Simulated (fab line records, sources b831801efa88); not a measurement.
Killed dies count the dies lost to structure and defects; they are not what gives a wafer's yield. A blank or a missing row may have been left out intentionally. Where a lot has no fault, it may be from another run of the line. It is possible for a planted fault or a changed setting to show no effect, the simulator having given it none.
One fault seen from 2 desks | flow sky130 | each desk holds nothing but its own numbers, with what lay behind them at the end

== FROM THE METROLOGY DESK ==
What the gauges read for every lot (on any tool): the sampled wafers with a number, averaged. Any lot whose mean is over 4 standard deviations away from the usual mean is out of limits and marked OUT; that distance is given in the brackets.
Columns: A = cd nm at SKY_SD_P_CD_MEAS_07, usual 379.4 nm; B = SD_N_TW at SKY_SD_N_TW_MEAS_12, usual 3972
lot  | first seen here | A               | B
L436 | day 27 03:38    | 380.3           | 3977
L440 | day 27 04:50    | 379.5           | 4068
L444 | day 28 12:02    | 381.8           | 3955
L446 | day 29 01:49    | 382.6           | 3920
L445 | day 29 02:08    | 379.5           | 3928
L449 | day 31 08:19    | 377.1           | 4076
L452 | day 31 14:46    | 416.3 (+14) OUT | 3958
L454 | day 31 23:40    | 418.5 (+15) OUT | 3965
L457 | day 33 06:08    | 377.6           | 3891
L458 | day 33 08:52    | 381.8           | 3959
L459 | day 33 14:28    | 381.0           | 3929
Finding of this desk: L452, L454 out of limits; the first was L452 at day 31 14:46, on cd nm at SKY_SD_P_CD_MEAS_07. L436, L440, L444, L446, L445, L449, L457, L458, L459: within limits.

== THE TOOL OWNER'S DESK: litho track-03 ==
The tool's own readings at SKY_SD_P_COAT_02 (resist thk 1140 nm): means of the sampled wafers that have a number, for each lot that ran on this tool. Any lot whose mean is over 4 standard deviations away from the usual mean is out of limits and marked OUT; that distance is given in the brackets.
Columns: A = resist line temp C at SKY_SD_P_COAT_02, usual 23.00 C
lot  | first seen here | A
L436 | day 26 12:04    | 23.03
L444 | day 27 22:10    | 22.93
L449 | day 30 17:52    | 23.08
L452 | day 31 00:31    | 23.00
L454 | day 31 08:58    | 23.00
Result from this desk: across the 5 lots, nothing is out of limits.

== ALL TOGETHER ==
On L452, L454, the metrology desk was in a position to raise an alarm at day 31 14:46.
The tool owner's desk saw nothing out of limits.
On record at the tool owner's desk: L452, L454, within its limits.
SKY_SD_P_COAT_02 was run on litho track-03 by each of the lots named.

== WHAT THE SIMULATOR HAD PUT IN ==
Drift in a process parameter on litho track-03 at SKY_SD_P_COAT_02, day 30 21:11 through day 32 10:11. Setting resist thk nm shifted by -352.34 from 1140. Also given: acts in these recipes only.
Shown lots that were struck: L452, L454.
Delay in hours, fault start to first out-of-limits reading, per desk: metrology desk 18.
